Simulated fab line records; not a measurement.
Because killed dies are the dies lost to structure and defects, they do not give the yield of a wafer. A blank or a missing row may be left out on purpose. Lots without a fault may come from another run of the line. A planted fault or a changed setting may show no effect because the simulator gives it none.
Code-filled problem report in 8D (eight disciplines) form | flow gf180mcu | the parts of the form that need people (team, actions taken, sign-off) are left out

== 1. THE ISSUE ==
Mean of time-to-endpoint-s at GF_V2_CMP_04: 108 s over 2 wafers from 1 lot, against 78 s (standard deviation 5.6) on wafers with no fault. That is +5.4 standard deviations from the usual mean.
The step: polishes SiO2.
First observed at day 23 06:49: wafer L607.5, on cmp-01. At this step, 36 wafers from 12 lots have a number in the record. Rule for "out" (also "out of limits"): further than 4 standard deviations from the usual mean. Any other wafer with a number is counted as sound.

== 2. WHAT IT IS; WHAT IT IS NOT ==
question                    | is                 | is not
which readings at this step | time-to-endpoint-s | head-pressure-psi, motor-current-A
which lots                  | L607               | L597, L598, L599, L601, L602, L603, L604, L615, L617, L618, L619
which wafers of those lots  | L607.5, L607.6     | L607.3
read on which tools         | cmp-01             | cmp-02
when                        | from day 23 06:49  | up to then (22 sound wafers); but 12 sound wafers of L615, L617, L618, L619 came after

== 3. THE SUSPECTS, EACH WITH WHAT RULES IT OUT ==
Counting: if a tool at a process step up to the reading ran every lot that is out, it stays a suspect. Sound lots after the first of them don't rule it out here, since some wafers of a struck lot are sound.
- cmp-01 at GF_V2_CMP_04 (polishes SiO2): kept. The lot that is out, L607, ran on it at day 23 06:49; the last sound lot it ran before that was L604, at day 22 11:16. Its own time-to-endpoint-s readings are out on those wafers.
- Within cmp-01 at GF_V2_CMP_04: the wafers that are out ran in chambers 0, 1; their sound lot-mates ran in chamber 3.
After counting, what remains is cmp-01 at GF_V2_CMP_04.

== 4. THE CAUSE (what the simulator had put in) ==
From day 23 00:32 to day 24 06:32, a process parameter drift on cmp-01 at GF_V2_CMP_04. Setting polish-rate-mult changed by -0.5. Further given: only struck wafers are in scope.
This tool alone remained once counting was done.

== 5. THE EFFECT CHAIN, in route order ==
One row per reading whose mean, taken over the struck wafers that have a number, lies over 3 standard deviations from the usual. Scope: only readings with a usual standard deviation given in the record; hours: median across lots of the time from each lot's start at the first step in this table that gives one to its start at this step; sigmas: change in usual standard deviations.
hours | step          | reading            | usual      | on struck wafers | change | sigmas
0     | GF_V2_CMP_04  | time-to-endpoint-s | 78 s       | 108              | +30    | +5.4
-     | GF_V2_ETCH_17 | oes-product-au     | 0.856 a.u. | 0.913            | +0.057 | +13
Here are the process steps it includes:
- GF_V2_CMP_04: polishes SiO2.
- GF_V2_ETCH_17: etches SiO2 in C4F8/O2/Ar, stops on TiN, target depth 630 nm.

== 6. WHAT WOULD HAVE CAUGHT IT SOONER ==
In this record the first reading out of limits was taken at day 23 06:49, 6 hours after the fault began at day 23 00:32.
